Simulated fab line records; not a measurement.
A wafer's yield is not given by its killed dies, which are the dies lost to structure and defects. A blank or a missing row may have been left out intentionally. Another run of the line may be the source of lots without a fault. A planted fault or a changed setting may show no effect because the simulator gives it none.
Comparing a struck lot with a sound one | flow sky130 | 15 out of 708 route steps
Sound: these wafers, L168.2, L168.4, L168.5. Struck: wafer L180.4. (L180.2, L180.5 of the same lot were not struck and are left out.) The cause comes at the end.
At each step with rows: each side's tool, then ch and its chambers, then its first start. Under that, the readings that differ: sound wafers | struck wafers | difference of the means | sigmas: that difference in standard deviations of wafers without a fault.
alike: same words and numbers on both sides, and readings whose means sit less than 2 such deviations apart. not compared: any withheld reading, any reading some wafer has no value for, any bound like >300 that may hide the same value, and any number with overlapping values for which the record gives no deviation.
The two part at a step that has a row with sigmas, a row that says differs or no value, or rows on one side only. Numbers that have no deviation but don't overlap get no sigmas and don't part them. A reading that every wafer of one side lacks parts them only if that side has two wafers or more.

SKY_VIA3_CMP_02: polishes SiO2.
  sound on cmp-02 ch 0,1,2, day 40 03:55; struck on cmp-01 ch 1, day 43 08:36
  alike: motor_current_A
SKY_VIA3_BOW_MEAS_03:
  sound: film_metro-01 at day 40 04:08; struck: film_metro-04 at day 43 08:52
  reading       | sound    | struck | difference | sigmas
  VIA3_BOW (um) | 94 95 90 | 64     | -29        | -3
then, 8 steps without rows for these wafers: SKY_VIA3_DEHYDRATE_04 (time 60 s); SKY_VIA3_HMDS_05 (prime time 60 s); SKY_VIA3_COAT_06 (resist thk 60 nm); SKY_VIA3_COAT_07 (resist thk 450 nm); SKY_VIA3_SOFTBAKE_08 (time 90 s); SKY_VIA3_EXPOSE_09 (exposes mask VIM3, target cd 200 nm); SKY_VIA3_PEB_10; SKY_VIA3_DEVELOP_11 (develop time 60 s).
SKY_VIA3_CD_MEAS_12: the cd target is 200 nm.
  sound: cd_sem-01 at day 41 04:32; struck: cd_sem-01 at day 44 06:50
  reading    | sound             | struck | difference | sigmas
  cd_nm (nm) | 200.1 199.9 199.2 | 202.6  | +2.9       | +2
SKY_VIA3_OVL_MEAS_13:
  sound: overlay-01 at day 41 04:38; struck: overlay-01 at day 44 06:56
  reading       | sound   | struck | difference | sigmas
  VIA3_OVL (nm) | -8 1 -3 | 8      | +11        | +2
SKY_VIA3_ETCH_14: etches BARC in N2/H2, stops on SiO2, time 45.9 s, target depth 60 nm.
  sound on rie_diel-01 ch 1,2,3, day 41 04:40; struck on rie_diel-01 ch 0, day 44 06:58
  reading                                     | sound             | struck | difference | sigmas
  drypump_motor_current_A (A)                 | 6.2 5.7 6.0       | 5.0    | -1.0       | -2
  oes_product_au (a.u.)                       | 0.854 0.859 0.847 | 0.973  | +0.120     | +24
  run_length_s (s)                            | 74.7 73.0 73.6    | 68.8   | -5.0       | -8
  model.KrF-thick_of_VIA3_COAT_07.thk_nm (nm) | 391.4 391.1 391.4 | 398.4  | +7.1       |
  alike: chamber_pressure_mTorr, h2_flow_sccm, throttle_valve_pct
  not compared: rf_hours_counter_h
SKY_VIA3_ETCH_15: etches SiO2 in C4F8/O2/Ar, stops on TiN, target depth 507 nm, time 78 s.
  sound on rie_diel-01 ch 1,2,3, day 41 04:43; struck on rie_diel-01 ch 0, day 44 07:01
  reading                                     | sound             | struck | difference | sigmas
  chamber_pressure_mTorr (mTorr)              | 39.96 40.03 39.96 | 40.06  | +0.08      | +2
  oes_product_au (a.u.)                       | 0.942 0.952 0.937 | 0.954  | +0.010     | +2
  model.KrF-thick_of_VIA3_COAT_07.thk_nm (nm) | 288.1 290.7 289.1 | 294.3  | +5.0       |
  alike: run_length_s
  not compared: rf_hours_counter_h
SKY_VIA3_STRIP_16: strips in O2/N2.
  sound on plasma_asher-03 ch 0,1, day 41 04:46; struck on plasma_asher-03 ch 1, day 44 07:04
  reading                      | sound             | struck | difference | sigmas
  strip_time_to_endpoint_s (s) | 4.081 4.138 4.109 | 4.175  | +0.066     | +3
  alike: chamber_pressure_mTorr, drypump_motor_current_A, oes_product_au
  not compared: rf_hours_counter_h

== WHERE THEY PART ==
First at SKY_VIA3_BOW_MEAS_03; last, within this record, at SKY_VIA3_STRIP_16.

WHY: what had been put in by the simulator
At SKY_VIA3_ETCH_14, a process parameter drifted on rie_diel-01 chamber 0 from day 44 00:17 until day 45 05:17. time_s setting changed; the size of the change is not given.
